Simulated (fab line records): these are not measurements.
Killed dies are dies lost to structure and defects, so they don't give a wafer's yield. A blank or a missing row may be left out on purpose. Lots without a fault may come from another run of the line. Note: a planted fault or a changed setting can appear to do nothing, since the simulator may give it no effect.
Comparing a struck lot with a sound one || flow sky130 || 17 steps out of a route of 708
Sound: wafers L317.3, L317.4, L317.6. Struck: wafer L313.3; the same lot's L313.2 was not struck, so it is left out; see the end for the cause.
Each step with rows lists, per side, the tool, then ch with its chambers, then its first start. Under that, the readings that differ: sound wafers || struck wafers || difference of the means || sigmas: that difference in standard deviations of wafers without a fault.
alike: readings whose means differ by less than 2 such deviations, and words and numbers that are the same on both sides. not compared: withheld readings, readings that some wafer has no value for, bounds like >300 that may hide the same value, and numbers for which the record gives no deviation and whose values overlap.
A row with sigmas, a row that says differs or no value, or rows on one side alone: a step with any of these is where the two part. When numbers do not overlap yet have no deviation, they are printed without sigmas and do not part them. A reading missing from all wafers of one side parts the sides only when that side holds two or more wafers.

SKY_LOCAL_INTERCONNECT_RS_MEAS_01: measures by four-point-probe.
  sound on film_metro-03 at day 35 17:14; struck on film_metro-03 at day 34 07:34
  alike: LOCAL_INTERCONNECT_TIN_RS
SKY_LOCAL_INTERCONNECT_THK_MEAS_02: measures by xrf.
  sound on film_metro-03 at day 35 17:20; struck on film_metro-03 at day 34 07:40
  alike: LOCAL_INTERCONNECT_TIN_THK
then, 8 steps without rows for these wafers: SKY_LOCAL_INTERCONNECT_DEHYDRATE_03 (time 60 s); SKY_LOCAL_INTERCONNECT_HMDS_04 (prime time 60 s); SKY_LOCAL_INTERCONNECT_COAT_05 (resist thk 60 nm); SKY_LOCAL_INTERCONNECT_COAT_06 (resist thk 450 nm); SKY_LOCAL_INTERCONNECT_SOFTBAKE_07 (time 90 s); SKY_LOCAL_INTERCONNECT_EXPOSE_08 (exposes mask LI1M, target cd 170 nm); SKY_LOCAL_INTERCONNECT_PEB_09; SKY_LOCAL_INTERCONNECT_DEVELOP_10 (develop time 60 s).
SKY_LOCAL_INTERCONNECT_CD_MEAS_11: the cd target is 170 nm.
  sound on cd_sem-01 at day 36 19:24; struck on cd_sem-01 at day 35 10:05
  alike: cd_nm
SKY_LOCAL_INTERCONNECT_OVL_MEAS_12:
  sound on overlay-01 at day 36 19:29; struck on overlay-01 at day 35 10:11
  alike: LOCAL_INTERCONNECT_OVL
SKY_LOCAL_INTERCONNECT_ETCH_13: etches BARC in N2/H2, stops on SiO2, time 45.9 s, target depth 60 nm.
  sound on rie_metal-02 ch 0,1, day 36 19:32; struck on rie_metal-01 ch 0, day 35 10:13
{"reading": "model.KrF-thick_of_LOCAL_INTERCONNECT_COAT_06.thk_nm (nm)", "sound": "393.2 392.8 392.6", "struck": 372.3, "difference": -20.6, "sigmas": ""}
{"reading": "model.LOCAL_INTERCONNECT.cd_nm (nm)", "sound": "167.6 171.4 169.9", "struck": 166.7, "difference": -2.9, "sigmas": ""}
{"reading": "model.SiO2_of_SONOS_ONO_CVD_04.thk_nm (nm)", "sound": "4.193 4.2 4.224", "struck": 3.146, "difference": -1.060, "sigmas": ""}
  alike: bias_w, chamber_pressure_mTorr, drypump_motor_current_A, n2_flow_sccm, oes_product_au, throttle_valve_pct
  not compared: rf_hours_counter_h
SKY_LOCAL_INTERCONNECT_METAL_ETCH_14: etches TiN in Cl2/BCl3, stops on PSG, target depth 110 nm, time 31.4 s.
  sound on rie_metal-02 ch 0,1, day 36 19:36; struck on rie_metal-01 ch 0, day 35 10:17
{"reading": "model.KrF-thick_of_LOCAL_INTERCONNECT_COAT_06.thk_nm (nm)", "sound": "349.9 349.6 349.2", "struck": 328.8, "difference": -20.8, "sigmas": ""}
  alike: bias_w, chamber_pressure_mTorr, drypump_motor_current_A, oes_product_au, throttle_valve_pct
  not compared: rf_hours_counter_h, model.LOCAL_INTERCONNECT.cd_nm
SKY_LOCAL_INTERCONNECT_STRIP_15: strips in O2/N2.
  sound on plasma_asher-04 ch 0,1, day 36 19:40; struck on plasma_asher-02 ch 1, day 35 10:20
{"reading": "oes_product_au (a.u.)", "sound": "0.433 0.427 0.434", "struck": 0.416, "difference": -0.015, "sigmas": -3}
{"reading": "strip_time_to_endpoint_s (s)", "sound": "4.716 4.721 4.748", "struck": 4.507, "difference": -0.221, "sigmas": -9}
  alike: chamber_pressure_mTorr, drypump_motor_current_A, n2_flow_sccm
  not compared: rf_hours_counter_h
then, 1 step without rows for these wafers: SKY_LOCAL_INTERCONNECT_STRIP_16 (strips in post etch residue remover, time 1200 s).
-- here the record skips 14 days between the struck wafers' starts before and after, leaving off in module LOCAL_INTERCONNECT and picking up in module PAD_OPEN (first step shown: number 708 of the route) --
SKY_PAD_OPEN_PROBE_99:
  sound on prober-01 at day 50 09:29; struck on prober-01 at day 49 12:05
{"reading": "model.etest.res_li.line_ohm_um", "sound": "76.59 73.44 76.12", "struck": 77.81, "difference": "+2.43", "sigmas": ""}
  alike: killed_at_M0_to_M3, killed_at_M4_up, killed_at_contacts, killed_at_front_end, killed_at_other, killed_dies, killed_open, killed_short

## WHERE THEY PART
SKY_LOCAL_INTERCONNECT_STRIP_15 only, going by this record. Later steps at which nothing parts them and some readings are alike: SKY_PAD_OPEN_PROBE_99.

WHY: what the simulator had put in
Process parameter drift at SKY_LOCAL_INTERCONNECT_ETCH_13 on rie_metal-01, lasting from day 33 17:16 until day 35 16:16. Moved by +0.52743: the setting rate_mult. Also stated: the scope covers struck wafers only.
